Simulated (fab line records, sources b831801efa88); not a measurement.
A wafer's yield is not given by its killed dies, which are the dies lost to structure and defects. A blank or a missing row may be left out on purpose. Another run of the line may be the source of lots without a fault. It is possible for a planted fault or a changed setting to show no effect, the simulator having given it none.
The tool behind it: which one? -- flow sky130 -- 42 wafers from 14 lots sampled at 3 of the route's 708 steps

== WHAT THE GAUGES SHOWED, per wafer ==
SKY_CAPM_RS_MEAS_03: measurement is done with a four-point probe. Usual: for CAPM_TIN_RS the level is 6.93 ohm/sq and the standard deviation is 0.073.
lot,measured,on,CAPM_TIN_RS (ohm/sq),flag
L752,day 36 17:10,filmMetro-02,6.99 7.05 6.91,
L753,day 36 21:09,filmMetro-02,6.89 6.98 6.91,
L754,day 37 04:01,filmMetro-02,7.01 6.98 6.97,
L755,day 37 11:50,filmMetro-01,7.00 6.93 7.00,
L756,day 38 00:08,filmMetro-03,6.97 6.86 6.95,
L759,day 38 18:06,filmMetro-02,6.91 6.93 6.95,
L758,day 38 19:31,filmMetro-03,6.95 6.97 6.91,
L768,day 41 13:54,filmMetro-03,6.92 7.05 7.12,
L769,day 41 14:12,filmMetro-01,6.93 7.00 6.99,
L770,day 42 06:57,filmMetro-03,6.88 6.92 6.93,
L771,day 42 09:26,filmMetro-03,6.85 6.77 6.79,
L772,day 42 13:09,filmMetro-02,6.98 6.88 7.00,
L773,day 42 15:53,filmMetro-01,6.83 6.94 6.83,
L774,day 44 07:39,filmMetro-01,6.92 6.82 6.97,

== WHICH TOOL RAN EACH LOT (tool, then ch and the chambers of the sampled wafers, then the start) ==
lot,SKY_METAL3_SPUTTER_00,SKY_CAPM_CVD_00
L752,"pvdSputter-04, day 36 16:50","pecvd-04 ch 0,1,2, day 36 16:59"
L753,"pvdSputter-01, day 36 20:44","pecvd-04 ch 1,2, day 36 20:54"
L754,"pvdSputter-01, day 37 03:40","pecvd-01 ch 0,2, day 37 03:49"
L755,"pvdSputter-03, day 37 11:29","pecvd-04 ch 0,1,2, day 37 11:39"
L756,"pvdSputter-03, day 37 23:47","pecvd-01 ch 0,1,2, day 37 23:56"
L759,"pvdSputter-03, day 38 17:46","pecvd-04 ch 1,2, day 38 17:55"
L758,"pvdSputter-03, day 38 19:08","pecvd-03 ch 0,1,2, day 38 19:18"
L768,"pvdSputter-03, day 41 13:32","pecvd-01 ch 0,1, day 41 13:41"
L769,"pvdSputter-04, day 41 13:50","pecvd-03 ch 0,1,2, day 41 13:59"
L770,"pvdSputter-01, day 42 06:36","pecvd-03 ch 0,1,2, day 42 06:46"
L771,"pvdSputter-01, day 42 09:05","pecvd-04 ch 1, day 42 09:14"
L772,"pvdSputter-01, day 42 12:48","pecvd-03 ch 0,1,2, day 42 12:57"
L773,"pvdSputter-01, day 42 15:31","pecvd-04 ch 1,2, day 42 15:40"
L774,"pvdSputter-03, day 44 07:17","pecvd-03 ch 1,2, day 44 07:26"
- SKY_METAL3_SPUTTER_00: material Ti, target thk 15 nm, time 10 s.
- SKY_CAPM_CVD_00: deposits SiO2, target thk 15.5 nm.

== WHAT THE TOOLS THEMSELVES READ (means of the sampled wafers that have a number; where no wafer has one, the mark that the record gives instead) ==
SKY_METAL3_SPUTTER_00. Usual: throttleValvePct reads 30.1 % (standard deviation 1.1).
lot,tool,throttleValvePct (%),flag
L752,pvdSputter-04,29.6,
L753,pvdSputter-01,30.5,
L754,pvdSputter-01,30.7,
L755,pvdSputter-03,29.0,
L756,pvdSputter-03,29.0,
L759,pvdSputter-03,28.9,
L758,pvdSputter-03,29.2,
L768,pvdSputter-03,29.2,
L769,pvdSputter-04,31.0,
L770,pvdSputter-01,30.7,
L771,pvdSputter-01,30.7,
L772,pvdSputter-01,30.6,
L773,pvdSputter-01,30.7,
L774,pvdSputter-03,29.1,

SKY_CAPM_CVD_00. Usual: heaterPowerOuterW 393 W, standard deviation 61; heaterPowerW 660 W, standard deviation 90.
lot,tool,heaterPowerOuterW (W),heaterPowerW (W),flag
L752,pecvd-04,383,666,
L753,pecvd-04,341,597,
L754,pecvd-01,312,521,
L755,pecvd-04,399,682,
L756,pecvd-01,405,646,
L759,pecvd-04,372,645,
L758,pecvd-03,441,726,
L768,pecvd-01,326,557,
L769,pecvd-03,419,701,
L770,pecvd-03,444,718,
L771,pecvd-04,355,640,
L772,pecvd-03,443,737,
L773,pecvd-04,303,555,
L774,pecvd-03,402,691,

== THE ANSWER, worked out from the rows above alone ==
Rule: take the mean of a lot's wafers that have a number; if it is more than 3 standard deviations from the usual mean, the lot is off. Also off: a lot with no number at a reading for which 4 or more lots have one. Any other lot the step has rows for is counted as sound. After the gauges, taken in route order, come the tools' own readings; for these a lot's mean is taken, as printed above. The first step at which some lot is off is used, and at that step the reading that is off furthest; a lot without a number counts as furthest.
No lot is off at any reading shown: from this, nothing can be told.

== WHAT HAD BEEN PUT IN BY THE SIMULATOR ==
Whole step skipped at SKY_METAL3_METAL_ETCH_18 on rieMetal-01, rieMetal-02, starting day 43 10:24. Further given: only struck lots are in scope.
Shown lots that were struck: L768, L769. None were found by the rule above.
